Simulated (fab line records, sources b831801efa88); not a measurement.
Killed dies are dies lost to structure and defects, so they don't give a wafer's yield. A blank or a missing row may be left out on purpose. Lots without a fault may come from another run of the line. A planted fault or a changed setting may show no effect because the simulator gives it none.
fab line records | flow gf180mcu
record lots=5 wafers=15 last_day=33
route steps=602 shown HV_LDD@233 NSD@235 PSD@248 SAB@264
lots that met no fault: from a run of the same line without faults
start_h: hours from the record's first day to the start of the lot's first wafer shown | wait_h: hours since the lot's step before | " the same as in the row above | L1.1+2: a row that stands for several wafers | - no value, or no start given | * or withheld: withheld | < > ~ a bound
route shown NAME@n: a module of which the file shows steps, and the number in the route of the first | usual: mean/standard deviation of fault-free wafers | same: alike in all rows | chamber/n: place in a boat | sites: the reading at each site | _std_site: their standard deviation | _edge_site: outer sites' mean less inner sites' | radius_mm: how far each site lies from the wafer's centre | mask NAME#n: copy n | behind: the tool/chamber that last shaped the wafer | hold: why the lot was held/for how many hours/how that ended | device: the transistor (n, p or np) that didn't switch | end of line: the same wafers' tests at the end of the route | a step without rows: its recipe alone | killed: dies lost to structure and defects at the first sort, not the wafer's yield | map: a wafer's dies, x killed, . not, _ none there
set.NAME: the setting as run; set.NAME@STEP: as run at that earlier step | model.NAME: the simulator's own value behind a step, which no gauge read
lots at some steps of the route; a table a step, a row a wafer
services: from which hour (start_h, from the record's first day; less than 0 if before it) a tool's chamber was out of use, for how many hours, and why
## steps
# step GF_HV_LDD_THK_MEAS_57
# recipe reads=Si3N4_of_HV_LDD_CVD_56
# usual HV_LDD_CVD_56_THK=90.2/0.85
# columns lot.wafer tool chamber start_h wait_h HV_LDD_CVD_56_THK[nm]
L084.2 film_metro-02 - 352.53 0.0 89.9
L084.5 " - " " 89.2
L084.6 " - " " 90.1
L086.2 film_metro-04 - 370.74 0.0 90.1
L086.4 " - " " 89.9
L086.5 " - " " 89.3
L087.2 film_metro-03 - 383.35 0.0 90.4
L087.5 " - " " 90.5
L087.6 " - " " 90.5
L091.2 film_metro-02 - 414.13 0.0 91.5
L091.3 " - " " 91.4
L091.4 " - " " 90.3
L092.2 film_metro-03 - 424.15 0.0 90.5
L092.4 " - " " 90.4
L092.6 " - " " 89.5
# step GF_HV_LDD_ETCHBACK_58
# recipe chemistry=CH3F/O2 target=Si3N4 stop_on=SiO2 source_w=400 bias_w=80 pressure_mtorr=25 ch3f_flow_sccm=40 O2_flow_sccm=30 time_s=100 target_depth_a=900
# usual drypump_motor_current_A=5.68/0.29 oes_product_au=0.843/0.0062 throttle_valve_pct=10.562/0.0097
# columns lot.wafer tool chamber start_h wait_h drypump_motor_current_A oes_product_au rf_hours_counter_h throttle_valve_pct
L084.2 rie_diel-01 1 352.58 0.0 6.03 0.843 0 10.565
L084.5 " 0 " " 5.77 0.839 - 10.565
L084.6 " 3 " " 5.72 0.838 - 10.571
L086.2 rie_diel-04 2 370.79 0.0 5.67 0.841 1 10.541
L086.4 " 3 " " 5.71 0.851 62 10.564
L086.5 " 1 " " 5.04 0.835 - 10.557
L087.2 rie_diel-01 1 383.40 0.0 6.03 0.839 1 10.566
L087.5 " 2 " " 6.06 0.841 - 10.576
L087.6 " 3 " " 5.71 0.847 - 10.561
L091.2 rie_diel-01 0 414.18 0.0 5.78 0.849 8 10.572
L091.3 " 3 " " 5.72 0.854 7 10.566
L091.4 " 1 " " 6.11 0.841 2 10.554
L092.2 rie_diel-04 2 424.20 0.0 5.65 0.848 3 10.556
L092.4 " 3 " " 5.72 0.851 63 10.572
L092.6 " 2 " " 5.63 0.837 - 10.568
# step GF_NSD_DEHYDRATE_00
# recipe temp_c=200 time_s=60
# usual plate_temp_C=199.98/0.17
# columns lot.wafer tool chamber start_h wait_h plate_temp_C
L084.2 litho_track-02 0 363.36 10.7 199.78
L084.5 " 0 " " 199.88
L084.6 " 0 " " 199.99
L086.2 litho_track-03 0 381.27 10.4 199.83
L086.4 " 0 " " 199.95
L086.5 " 0 " " 200.03
L087.2 litho_track-03 0 394.77 11.3 199.98
L087.5 " 0 " " 200.04
L087.6 " 0 " " 200.08
L091.2 litho_track-02 0 425.36 11.1 200.02
L091.3 " 0 " " 199.83
L091.4 " 0 " " 200.00
L092.2 litho_track-02 0 435.46 11.2 200.23
L092.4 " 0 " " 200.06
L092.6 " 0 " " 200.20
# step GF_NSD_HMDS_01
# recipe prime_time_s=60 prime_temp_c=120
# columns lot.wafer tool chamber start_h wait_h
L084.2+5+6 litho_track-02 0 363.51 0.1
L086.2+4+5 litho_track-03 0 381.42 0.1
L087.2+5+6 litho_track-03 0 394.92 0.1
L091.2+3+4 litho_track-02 0 425.51 0.1
L092.2+4+6 litho_track-02 0 435.61 0.1
# step GF_NSD_COAT_02
# recipe resist=NOVOLAK spin_rpm=3000 resist_thk_nm=1000
# columns lot.wafer tool chamber start_h wait_h
L084.2+5+6 litho_track-02 0 363.66 0.1
L086.2+4+5 litho_track-03 0 381.57 0.1
L087.2+5+6 litho_track-03 0 395.07 0.1
L091.2+3+4 litho_track-02 0 425.66 0.1
L092.2+4+6 litho_track-02 0 435.76 0.1
# step GF_NSD_SOFTBAKE_03
# recipe temp_c=90 time_s=60 resist=NOVOLAK
# usual plate_temp_C=89.97/0.13
# columns lot.wafer tool chamber start_h wait_h plate_temp_C
L084.2 litho_track-02 0 363.81 0.1 89.93
L084.5 " 0 " " 89.96
L084.6 " 0 " " 89.93
L086.2 litho_track-03 0 381.72 0.1 89.84
L086.4 " 0 " " 89.82
L086.5 " 0 " " 89.82
L087.2 litho_track-03 0 395.22 0.1 90.01
L087.5 " 0 " " 90.10
L087.6 " 0 " " 90.14
L091.2 litho_track-02 0 425.81 0.1 90.18
L091.3 " 0 " " 89.86
L091.4 " 0 " " 89.83
L092.2 litho_track-02 0 435.91 0.1 90.04
L092.4 " 0 " " 89.99
L092.6 " 0 " " 90.07
# step GF_NSD_EXPOSE_04
# recipe mask_id=Nplus target_cd_nm=400 na=0.6 source_shape=conventional sigma_outer=0.6 dose_mj=140
# usual reticle_temp_C=22.99/0.11
# same sigma_outer=0.6
# columns lot.wafer tool chamber start_h wait_h mask reticle_temp_C
L084.2 iline_stepper-02 0 - - Nplus#0 22.94
L084.5 " 0 " " Nplus#0 22.78
L084.6 " 0 " " Nplus#0 22.87
L086.2 iline_stepper-01 0 - - Nplus#0 23.24
L086.4 " 0 " " Nplus#0 23.05
L086.5 " 0 " " Nplus#0 23.01
L087.2 iline_stepper-01 0 - - Nplus#0 22.99
L087.5 " 0 " " Nplus#0 22.98
L087.6 " 0 " " Nplus#0 23.00
L091.2 iline_stepper-01 0 - - Nplus#0 23.03
L091.3 " 0 " " Nplus#0 23.20
L091.4 " 0 " " Nplus#0 23.09
L092.2 iline_stepper-02 0 - - Nplus#0 23.07
L092.4 " 0 " " Nplus#0 22.99
L092.6 " 0 " " Nplus#0 23.01
# step GF_NSD_PEB_05
# recipe temp_c=withheld time_s=* resist=NOVOLAK
# columns lot.wafer tool chamber start_h wait_h
L084.2+5+6 litho_track-02 0 - -
L086.2+4+5 litho_track-03 0 - -
L087.2+5+6 litho_track-04 0 - -
L091.2+3+4 litho_track-04 0 - -
L092.2+4+6 litho_track-04 0 - -
# step GF_NSD_DEVELOP_06
# recipe develop_time_s=60 dev_temp_c=23
# columns lot.wafer tool chamber start_h wait_h
L084.2+5+6 litho_track-02 0 374.26 0.1
L086.2+4+5 litho_track-03 0 393.37 0.1
L087.2+5+6 litho_track-04 0 406.53 0.1
L091.2+3+4 litho_track-04 0 438.33 0.1
L092.2+4+6 litho_track-04 0 448.33 0.1
# step GF_NSD_CD_MEAS_07
# recipe target_cd_nm=400
# usual cd_nm=399.5/2
# columns lot.wafer tool chamber start_h wait_h cd_nm
L084.2 cd_sem-01 - 374.40 0.1 398.5
L084.5 " - " " 398.3
L084.6 " - " " 398.0
L086.2 cd_sem-02 - 393.51 0.1 400.8
L086.4 " - " " 400.3
L086.5 " - " " 400.5
L087.2 cd_sem-01 - 406.68 0.1 400.3
L087.5 " - " " 399.6
L087.6 " - " " 399.0
L091.2 cd_sem-01 - 438.48 0.1 401.1
L091.3 " - " " 400.8
L091.4 " - " " 402.0
L092.2 cd_sem-02 - 448.48 0.1 400.9
L092.4 " - " " 402.4
L092.6 " - " " 400.9
# step GF_NSD_OVL_MEAS_08
# usual NSD_OVL=-0.2/1.7
# columns lot.wafer tool chamber start_h wait_h NSD_OVL[nm]
L084.2 overlay-02 - 374.51 0.1 -3.4
L084.5 " - " " -3.5
L084.6 " - " " -4.1
L086.2 overlay-01 - 393.62 0.1 -4.7
L086.4 " - " " -3.0
L086.5 " - " " -3.1
L087.2 overlay-02 - 406.78 0.1 -1.5
L087.5 " - " " -2.3
L087.6 " - " " -2.5
L091.2 overlay-01 - 438.58 0.1 0.7
L091.3 " - " " 0.2
L091.4 " - " " 1.2
L092.2 overlay-02 - 448.58 0.1 -0.4
L092.4 " - " " -1.8
L092.6 " - " " -1.9
# step GF_NSD_IMPLANT_09
# recipe species=As energy_kev=60 dose_cm2=4e+15 tilt_deg=7
# columns lot.wafer tool chamber start_h wait_h
L084.2+5+6 implanter-03 0 374.57 0.0
L086.2+4+5 implanter-01 0 393.67 0.0
L087.2+5+6 implanter-04 0 406.84 0.0
L091.2+3+4 implanter-03 0 438.64 0.0
L092.2+4+6 implanter-04 0 448.64 0.0
# step GF_NSD_IMPLANT_10
# recipe species=P energy_kev=40 dose_cm2=5e+14 tilt_deg=7
# columns lot.wafer tool chamber start_h wait_h
L084.2+5+6 implanter-03 0 374.72 0.1
L086.2+4+5 implanter-01 0 393.82 0.1
L087.2+5+6 implanter-04 0 406.99 0.1
L091.2+3+4 implanter-03 0 438.79 0.1
L092.2+4+6 implanter-04 0 448.79 0.1
# step GF_NSD_STRIP_11
# recipe chemistry=O2/N2 power_w=1400 pressure_mtorr=1500 platen_temp_c=250 o2_flow_sccm=3000 n2_flow_sccm=300 overash_fraction=0.5
# usual drypump_motor_current_A=5.58/0.26 heater_power_w=354/35 oes_product_au=0.486/0.0044 strip_time_to_endpoint_s=22.96/0.035
# columns lot.wafer tool chamber start_h wait_h drypump_motor_current_A heater_power_w oes_product_au rf_hours_counter_h strip_time_to_endpoint_s
L084.2 plasma_asher-03 0 374.84 0.1 5.65 349 0.487 76 22.98
L084.5 " 0 " " 5.65 336 0.490 - 22.98
L084.6 " 1 " " 5.46 408 0.479 - 22.99
L086.2 plasma_asher-03 0 393.95 0.1 5.68 354 0.484 78 22.95
L086.4 " 0 " " 5.65 347 0.485 - 22.94
L086.5 " 0 " " 5.66 354 0.484 - 22.95
L087.2 plasma_asher-03 0 407.11 0.1 5.63 351 0.486 79 23.01
L087.5 " 1 " " 5.45 401 0.488 - 22.98
L087.6 " 0 " " 5.63 350 0.479 - 22.99
L091.2 plasma_asher-04 1 438.91 0.1 5.39 270 0.481 33 22.90
L091.3 " 0 " " 5.86 317 0.490 - 22.91
L091.4 " 1 " " 5.40 271 0.490 - 22.91
L092.2 plasma_asher-03 0 448.91 0.1 5.66 342 0.489 2 22.95
L092.4 " 0 " " 5.68 336 0.482 - 22.95
L092.6 " 0 " " 5.66 339 0.488 - 22.93
# step GF_NSD_TW_MEAS_12
# usual NSD_TW=4241/41
# columns lot.wafer tool chamber start_h wait_h NSD_TW
L084.2 film_metro-01 - 374.95 0.1 4289
L084.5 " - " " 4306
L084.6 " - " " 4286
L086.2 film_metro-01 - 394.06 0.1 4255
L086.4 " - " " 4277
L086.5 " - " " 4241
L087.2 film_metro-01 - 407.22 0.1 4264
L087.5 " - " " 4246
L087.6 " - " " 4259
L091.2 film_metro-01 - 439.02 0.1 4283
L091.3 " - " " 4272
L091.4 " - " " 4268
L092.2 film_metro-03 - 449.02 0.1 4160
L092.4 " - " " 4192
L092.6 " - " " 4164
# step GF_PSD_DEHYDRATE_00
# recipe temp_c=200 time_s=60
# usual plate_temp_C=199.98/0.17
# columns lot.wafer tool chamber start_h wait_h plate_temp_C
L084.2 litho_track-01 0 386.05 11.1 199.90
L084.5 " 0 " " 200.10
L084.6 " 0 " " 200.12
L086.2 litho_track-03 0 404.87 10.8 199.77
L086.4 " 0 " " 200.18
L086.5 " 0 " " 199.96
L087.2 litho_track-03 0 418.97 11.7 199.87
L087.5 " 0 " " 199.86
L087.6 " 0 " " 199.99
L091.2 litho_track-03 0 450.77 11.7 200.01
L091.3 " 0 " " 199.74
L091.4 " 0 " " 199.90
L092.2 litho_track-02 0 460.36 11.3 199.98
L092.4 " 0 " " 200.12
L092.6 " 0 " " 200.11
# step GF_PSD_HMDS_01
# recipe prime_time_s=60 prime_temp_c=120
# columns lot.wafer tool chamber start_h wait_h
L084.2+5+6 litho_track-01 0 386.20 0.1
L086.2+4+5 litho_track-03 0 405.02 0.1
L087.2+5+6 litho_track-03 0 419.12 0.1
L091.2+3+4 litho_track-03 0 450.92 0.1
L092.2+4+6 litho_track-02 0 460.51 0.1
# step GF_PSD_COAT_02
# recipe resist=NOVOLAK spin_rpm=3000 resist_thk_nm=1000
# columns lot.wafer tool chamber start_h wait_h
L084.2+5+6 litho_track-01 0 386.35 0.1
L086.2+4+5 litho_track-03 0 405.17 0.1
L087.2+5+6 litho_track-03 0 419.27 0.1
L091.2+3+4 litho_track-03 0 451.07 0.1
L092.2+4+6 litho_track-02 0 460.66 0.1
# step GF_PSD_SOFTBAKE_03
# recipe temp_c=90 time_s=60 resist=NOVOLAK
# usual plate_temp_C=90.00/0.12
# columns lot.wafer tool chamber start_h wait_h plate_temp_C
L084.2 litho_track-01 0 386.50 0.1 89.96
L084.5 " 0 " " 90.05
L084.6 " 0 " " 89.95
L086.2 litho_track-03 0 405.32 0.1 90.09
L086.4 " 0 " " 89.97
L086.5 " 0 " " 90.03
L087.2 litho_track-03 0 419.42 0.1 90.22
L087.5 " 0 " " 90.27
L087.6 " 0 " " 90.28
L091.2 litho_track-03 0 451.22 0.1 89.97
L091.3 " 0 " " 90.08
L091.4 " 0 " " 90.11
L092.2 litho_track-02 0 460.81 0.1 90.11
L092.4 " 0 " " 90.09
L092.6 " 0 " " 90.00
# step GF_PSD_EXPOSE_04
# recipe mask_id=Pplus target_cd_nm=400 na=0.6 source_shape=conventional sigma_outer=0.6 dose_mj=140
# usual reticle_temp_C=23.00/0.11
# same sigma_outer=0.6
# columns lot.wafer tool chamber start_h wait_h mask reticle_temp_C
L084.2 iline_stepper-02 0 - - Pplus#0 22.97
L084.5 " 0 " " Pplus#0 22.99
L084.6 " 0 " " Pplus#0 22.99
L086.2 iline_stepper-01 0 - - Pplus#0 22.91
L086.4 " 0 " " Pplus#0 23.04
L086.5 " 0 " " Pplus#0 23.02
L087.2 iline_stepper-01 0 - - Pplus#0 22.99
L087.5 " 0 " " Pplus#0 23.14
L087.6 " 0 " " Pplus#0 22.98
L091.2 iline_stepper-01 0 - - Pplus#0 23.03
L091.3 " 0 " " Pplus#0 22.92
L091.4 " 0 " " Pplus#0 22.88
L092.2 iline_stepper-01 0 - - Pplus#0 22.94
L092.4 " 0 " " Pplus#0 22.97
L092.6 " 0 " " Pplus#0 22.91
# step GF_PSD_PEB_05
# recipe temp_c=withheld time_s=* resist=NOVOLAK
# columns lot.wafer tool chamber start_h wait_h
L084.2+5+6 litho_track-01 0 - -
L086.2+4+5 litho_track-01 0 - -
L087.2+5+6 litho_track-03 0 - -
L091.2+3+4 litho_track-01 0 - -
L092.2+4+6 litho_track-03 0 - -
# step GF_PSD_DEVELOP_06
# recipe develop_time_s=60 dev_temp_c=23
# columns lot.wafer tool chamber start_h wait_h
L084.2+5+6 litho_track-01 0 397.90 0.1
L086.2+4+5 litho_track-01 0 417.15 0.1
L087.2+5+6 litho_track-03 0 431.12 0.1
L091.2+3+4 litho_track-01 0 463.15 0.1
L092.2+4+6 litho_track-03 0 472.72 0.1
# step GF_PSD_CD_MEAS_07
# recipe target_cd_nm=400
# usual cd_nm=399.5/1.7
# columns lot.wafer tool chamber start_h wait_h cd_nm
L084.2 cd_sem-01 - 398.05 0.1 400.1
L084.5 " - " " 399.7
L084.6 " - " " 400.4
L086.2 cd_sem-01 - 417.30 0.1 398.0
L086.4 " - " " 397.5
L086.5 " - " " 398.7
L087.2 cd_sem-02 - 431.26 0.1 403.5
L087.5 " - " " 402.6
L087.6 " - " " 402.6
L091.2 cd_sem-02 - 463.30 0.1 399.9
L091.3 " - " " 397.1
L091.4 " - " " 399.0
L092.2 cd_sem-01 - 472.86 0.1 399.4
L092.4 " - " " 399.0
L092.6 " - " " 397.9
# step GF_PSD_OVL_MEAS_08
# usual PSD_OVL=0.7/1.1
# columns lot.wafer tool chamber start_h wait_h PSD_OVL[nm]
L084.2 overlay-02 - 398.15 0.1 1.1
L084.5 " - " " -0.1
L084.6 " - " " 1.9
L086.2 overlay-02 - 417.40 0.1 -1.1
L086.4 " - " " -1.2
L086.5 " - " " 0.0
L087.2 overlay-01 - 431.37 0.1 2.4
L087.5 " - " " 3.3
L087.6 " - " " 3.3
L091.2 overlay-02 - 463.40 0.1 4.1
L091.3 " - " " 3.7
L091.4 " - " " 3.4
L092.2 overlay-02 - 472.97 0.1 2.2
L092.4 " - " " 1.4
L092.6 " - " " 2.2
# step GF_PSD_IMPLANT_09
# recipe species=BF2 energy_kev=40 dose_cm2=1.5e+15 tilt_deg=7
# columns lot.wafer tool chamber start_h wait_h
L084.2+5+6 implanter-02 0 398.26 0.1
L086.2+4+5 implanter-02 0 417.46 0.0
L087.2+5+6 implanter-04 0 431.42 0.0
L091.2+3+4 implanter-01 0 463.46 0.0
L092.2+4+6 implanter-01 0 473.02 0.0
# step GF_PSD_STRIP_10
# recipe chemistry=O2/N2 power_w=1400 pressure_mtorr=1500 platen_temp_c=250 o2_flow_sccm=3000 n2_flow_sccm=300 overash_fraction=0.5
# usual drypump_motor_current_A=5.8/0.36 heater_power_w=314/37 oes_product_au=0.592/0.0045 strip_time_to_endpoint_s=16.53/0.038
# columns lot.wafer tool chamber start_h wait_h drypump_motor_current_A heater_power_w oes_product_au rf_hours_counter_h strip_time_to_endpoint_s
L084.2 plasma_asher-01 0 398.39 0.1 5.7 340 0.601 74 16.52
L084.5 " 0 " " 5.8 326 0.589 - 16.49
L084.6 " 1 " " 6.4 283 0.592 - 16.53
L086.2 plasma_asher-03 1 417.58 0.1 5.5 411 0.594 80 16.55
L086.4 " 0 " " 5.7 352 0.591 - 16.53
L086.5 " 0 " " 5.6 346 0.590 - 16.53
L087.2 plasma_asher-04 0 431.55 0.1 5.9 326 0.590 32 16.55
L087.5 " 0 " " 5.9 328 0.587 - 16.58
L087.6 " 1 " " 5.4 269 0.593 - 16.57
L091.2 plasma_asher-01 1 463.58 0.1 6.4 283 0.580 79 16.59
L091.3 " 1 " " 6.4 284 0.593 - 16.57
L091.4 " 0 " " 5.8 327 0.591 - 16.60
L092.2 plasma_asher-04 1 473.15 0.1 5.4 265 0.584 37 16.50
L092.4 " 1 " " 5.4 267 0.586 - 16.46
L092.6 " 1 " " 5.4 264 0.594 - 16.53
# step GF_PSD_TW_MEAS_11
# usual PSD_TW=3169/31
# columns lot.wafer tool chamber start_h wait_h PSD_TW
L084.2 film_metro-02 - 398.50 0.1 3144
L084.5 " - " " 3149
L084.6 " - " " 3150
L086.2 film_metro-03 - 417.69 0.1 3137
L086.4 " - " " 3154
L086.5 " - " " 3147
L087.2 film_metro-03 - 431.66 0.1 3143
L087.5 " - " " 3147
L087.6 " - " " 3157
L091.2 film_metro-02 - 463.69 0.1 3160
L091.3 " - " " 3165
L091.4 " - " " 3168
L092.2 film_metro-03 - 473.26 0.1 3119
L092.4 " - " " 3131
L092.6 " - " " 3140
# step GF_PSD_CLEAN_12
# recipe chemistry=SC1/SC2 mix=1:4:20 temp_c=70 time_s=150 dry=n2_spin
# columns lot.wafer tool chamber start_h wait_h
L084.2+5+6 wet_bench-04 2 398.55 0.0
L086.2+4+5 wet_bench-02 2 417.74 0.0
L087.2+5+6 wet_bench-02 2 431.71 0.0
L091.2+3+4 wet_bench-02 0 463.74 0.0
L092.2+4+6 wet_bench-03 0 473.31 0.0
# step GF_PSD_RTA_13
# recipe temp_c=1025 time_s=20 ambient=N2
# usual lamp_power_pct=32.1/2.4 wafer_temp_C_max=1030.4/1.1
# columns lot.wafer tool chamber start_h wait_h lamp_power_pct wafer_temp_C_max
L084.2 rtp_anneal-01 0 398.61 0.0 29.7 1028.7
L084.5 " 0 " " 29.7 1031.4
L084.6 " 0 " " 29.7 1031.1
L086.2 rtp_anneal-01 0 417.81 0.0 29.7 1031.9
L086.4 " 0 " " 29.7 1029.3
L086.5 " 0 " " 29.7 1029.5
L087.2 rtp_anneal-02 0 431.77 0.0 34.5 1030.1
L087.5 " 0 " " 34.4 1029.8
L087.6 " 0 " " 34.4 1028.6
L091.2 rtp_anneal-02 0 463.81 0.0 34.4 1031.4
L091.3 " 0 " " 34.5 1029.0
L091.4 " 0 " " 34.5 1031.3
L092.2 rtp_anneal-02 0 473.37 0.0 34.4 1029.9
L092.4 " 0 " " 34.4 1029.8
L092.6 " 0 " " 34.4 1028.1
# step GF_PSD_RS_MEAS_14
# recipe thk_meas_gauge=four-point-probe
# usual NSD_RS=46.12/0.14
# columns lot.wafer tool chamber start_h wait_h NSD_RS[ohm/sq]
L084.2 film_metro-03 - 398.70 0.1 46.28
L084.5 " - " " 46.23
L084.6 " - " " 46.29
L086.2 film_metro-01 - 417.90 0.1 46.08
L086.4 " - " " 46.19
L086.5 " - " " 46.12
L087.2 film_metro-01 - 431.86 0.1 45.99
L087.5 " - " " 46.04
L087.6 " - " " 46.08
L091.2 film_metro-01 - 463.90 0.1 46.01
L091.3 " - " " 46.04
L091.4 " - " " 45.99
L092.2 film_metro-01 - 473.46 0.1 45.99
L092.4 " - " " 45.98
L092.6 " - " " 45.96
# step GF_PSD_RS_MEAS_15
# recipe thk_meas_gauge=four-point-probe
# usual PSD_RS=108.5/0.4
# columns lot.wafer tool chamber start_h wait_h PSD_RS[ohm/sq]
L084.2 film_metro-03 - 398.82 0.1 108.8
L084.5 " - " " 108.6
L084.6 " - " " 108.9
L086.2 film_metro-01 - 418.02 0.1 108.6
L086.4 " - " " 108.4
L086.5 " - " " 108.7
L087.2 film_metro-01 - 431.98 0.1 108.1
L087.5 " - " " 108.1
L087.6 " - " " 108.1
L091.2 film_metro-01 - 464.02 0.1 108.2
L091.3 " - " " 107.9
L091.4 " - " " 107.9
L092.2 film_metro-01 - 473.58 0.1 108.4
L092.4 " - " " 108.6
L092.6 " - " " 108.2
# step GF_SAB_CVD_00
# recipe material=SiO2 target_thk_nm=50 precursor=TEOS temp_c=400 time_s=4.9302 rf_w=600
# usual heater_power_w=691/92
# columns lot.wafer tool chamber start_h wait_h heater_power_w
L084.2 pecvd-04 2 398.92 0.1 724
L084.5 " 1 " " 744
L084.6 " 2 " " 737
L086.2 pecvd-03 2 418.12 0.1 619
L086.4 " 0 " " 740
L086.5 " 1 " " 820
L087.2 pecvd-02 2 432.08 0.1 639
L087.5 " 0 " " 573
L087.6 " 2 " " 645
L091.2 pecvd-02 0 464.12 0.1 622
L091.3 " 0 " " 608
L091.4 " 2 " " 633
L092.2 pecvd-04 2 473.68 0.1 712
L092.4 " 2 " " 686
L092.6 " 1 " " 893
# step GF_SAB_THK_MEAS_01
# recipe reads=SiO2_of_SAB_CVD_00
# usual SAB_CVD_00_THK=50.3/0.68
# columns lot.wafer tool chamber start_h wait_h SAB_CVD_00_THK[nm]
L084.2 film_metro-03 - 398.95 0.0 49.2
L084.5 " - " " 51.5
L084.6 " - " " 50.0
L086.2 film_metro-03 - 418.15 0.0 49.9
L086.4 " - " " 50.4
L086.5 " - " " 50.5
L087.2 film_metro-03 - 432.11 0.0 51.1
L087.5 " - " " 50.4
L087.6 " - " " 51.1
L091.2 film_metro-01 - 464.16 0.0 49.2
L091.3 " - " " 51.0
L091.4 " - " " 50.9
L092.2 film_metro-03 - 473.71 0.0 49.7
L092.4 " - " " 50.5
L092.6 " - " " 51.0
# step GF_SAB_DEHYDRATE_02
# recipe temp_c=200 time_s=60
# usual plate_temp_C=199.97/0.16
# columns lot.wafer tool chamber start_h wait_h plate_temp_C
L084.2 litho_track-03 0 410.02 11.1 200.15
L084.5 " 0 " " 199.84
L084.6 " 0 " " 200.08
L086.2 litho_track-04 0 429.63 11.5 199.92
L086.4 " 0 " " 199.96
L086.5 " 0 " " 199.84
L087.2 litho_track-04 0 443.88 11.8 200.04
L087.5 " 0 " " 199.91
L087.6 " 0 " " 199.87
L091.2 litho_track-03 0 475.12 11.0 199.95
L091.3 " 0 " " 199.97
L091.4 " 0 " " 199.92
L092.2 litho_track-04 0 485.08 11.4 200.21
L092.4 " 0 " " 199.89
L092.6 " 0 " " 199.89
# step GF_SAB_HMDS_03
# recipe prime_time_s=60 prime_temp_c=120
# columns lot.wafer tool chamber start_h wait_h
L084.2+5+6 litho_track-03 0 410.17 0.1
L086.2+4+5 litho_track-04 0 429.78 0.1
L087.2+5+6 litho_track-04 0 444.03 0.1
L091.2+3+4 litho_track-03 0 475.27 0.1
L092.2+4+6 litho_track-04 0 485.23 0.1
# step GF_SAB_COAT_04
# recipe resist=NOVOLAK spin_rpm=3000 resist_thk_nm=1000
# columns lot.wafer tool chamber start_h wait_h
L084.2+5+6 litho_track-03 0 410.32 0.1
L086.2+4+5 litho_track-04 0 429.93 0.1
L087.2+5+6 litho_track-04 0 444.18 0.1
L091.2+3+4 litho_track-03 0 475.42 0.1
L092.2+4+6 litho_track-04 0 485.38 0.1
# step GF_SAB_SOFTBAKE_05
# recipe temp_c=90 time_s=60 resist=NOVOLAK
# usual plate_temp_C=90.00/0.11
# columns lot.wafer tool chamber start_h wait_h plate_temp_C
L084.2 litho_track-03 0 410.47 0.1 90.01
L084.5 " 0 " " 89.99
L084.6 " 0 " " 89.98
L086.2 litho_track-04 0 430.08 0.1 89.87
L086.4 " 0 " " 89.95
L086.5 " 0 " " 90.05
L087.2 litho_track-04 0 444.33 0.1 90.11
L087.5 " 0 " " 89.94
L087.6 " 0 " " 90.17
L091.2 litho_track-03 0 475.57 0.1 90.05
L091.3 " 0 " " 89.95
L091.4 " 0 " " 90.06
L092.2 litho_track-04 0 485.53 0.1 90.22
L092.4 " 0 " " 89.95
L092.6 " 0 " " 90.01
# step GF_SAB_EXPOSE_06
# recipe mask_id=SAB target_cd_nm=420 na=0.6 source_shape=conventional sigma_outer=0.6 dose_mj=140
# usual reticle_temp_C=23.00/0.11
# same sigma_outer=0.6
# columns lot.wafer tool chamber start_h wait_h mask reticle_temp_C
L084.2 iline_stepper-02 0 - - SAB#0 22.88
L084.5 " 0 " " SAB#0 23.18
L084.6 " 0 " " SAB#0 23.07
L086.2 iline_stepper-01 0 - - SAB#0 22.99
L086.4 " 0 " " SAB#0 23.04
L086.5 " 0 " " SAB#0 22.83
L087.2 iline_stepper-02 0 - - SAB#0 23.14
L087.5 " 0 " " SAB#0 23.12
L087.6 " 0 " " SAB#0 23.11
L091.2 iline_stepper-01 0 - - SAB#0 23.00
L091.3 " 0 " " SAB#0 22.99
L091.4 " 0 " " SAB#0 23.07
L092.2 iline_stepper-01 0 - - SAB#0 23.07
L092.4 " 0 " " SAB#0 23.01
L092.6 " 0 " " SAB#0 22.92
# step GF_SAB_PEB_07
# recipe temp_c=withheld time_s=* resist=NOVOLAK
# columns lot.wafer tool chamber start_h wait_h
L084.2+5+6 litho_track-03 0 - -
L086.2+4+5 litho_track-01 0 - -
L087.2+5+6 litho_track-03 0 - -
L091.2+3+4 litho_track-04 0 - -
L092.2+4+6 litho_track-01 0 - -
# step GF_SAB_DEVELOP_08
# recipe develop_time_s=60 dev_temp_c=23
# columns lot.wafer tool chamber start_h wait_h
L084.2+5+6 litho_track-03 0 422.22 0.1
L086.2+4+5 litho_track-01 0 441.90 0.1
L087.2+5+6 litho_track-03 0 456.57 0.1
L091.2+3+4 litho_track-04 0 487.68 0.1
L092.2+4+6 litho_track-01 0 497.50 0.1
# step GF_SAB_CD_MEAS_09
# recipe target_cd_nm=420
# usual cd_nm=419.9/1.9
# columns lot.wafer tool chamber start_h wait_h cd_nm
L084.2 cd_sem-02 - 422.36 0.1 419.2
L084.5 " - " " 420.5
L084.6 " - " " 419.2
L086.2 cd_sem-01 - 442.05 0.1 420.3
L086.4 " - " " 422.0
L086.5 " - " " 420.5
L087.2 cd_sem-01 - 456.71 0.1 421.2
L087.5 " - " " 419.9
L087.6 " - " " 419.7
L091.2 cd_sem-01 - 487.83 0.1 421.4
L091.3 " - " " 421.8
L091.4 " - " " 421.5
L092.2 cd_sem-01 - 497.65 0.1 419.7
L092.4 " - " " 420.8
L092.6 " - " " 421.7
# step GF_SAB_OVL_MEAS_10
# usual SAB_OVL=0.2/1.5
# columns lot.wafer tool chamber start_h wait_h SAB_OVL[nm]
L084.2 overlay-01 - 422.47 0.1 1.3
L084.5 " - " " 2.0
L084.6 " - " " 1.6
L086.2 overlay-02 - 442.15 0.1 1.5
L086.4 " - " " -0.1
L086.5 " - " " -1.1
L087.2 overlay-01 - 456.82 0.1 1.2
L087.5 " - " " 0.7
L087.6 " - " " 0.7
L091.2 overlay-01 - 487.93 0.1 1.3
L091.3 " - " " -0.4
L091.4 " - " " -0.6
L092.2 overlay-01 - 497.75 0.1 0.4
L092.4 " - " " -0.9
L092.6 " - " " -1.4
## services
# columns tool chamber start_h hours kind
implanter-03 - 328.61 18.0 repair
implanter-02 - 365.60 1.8 repair
pecvd-02 0 382.00 5.3 repair
rie_diel-01 - 387.26 0.3 repair
pecvd-04 - 396.84 1.4 repair
implanter-04 - 397.15 4.6 pm
implanter-01 - 397.38 3.5 repair
rie_diel-04 3 402.14 3.9 repair
iline_stepper-02 - 417.65 9.7 repair
plasma_asher-03 - 421.25 9.0 pm
pecvd-02 - 429.32 1.8 repair
pecvd-04 0 436.03 3.8 repair
wet_bench-02 - 442.26 6.1 repair
plasma_asher-01 - 447.24 14.6 pm
implanter-01 - 450.61 5.9 pm
iline_stepper-02 - 460.97 2.1 pm
implanter-03 - 461.96 2.5 repair
implanter-04 - 464.73 5.3 repair
plasma_asher-04 - 474.64 15.6 pm
iline_stepper-01 - 476.36 1.7 pm
implanter-03 - 480.75 5.0 pm
plasma_asher-03 - 489.20 99.1 repair
rie_diel-01 - 489.87 2.8 pm
iline_stepper-02 - 495.84 1.7 pm
## key
fault none
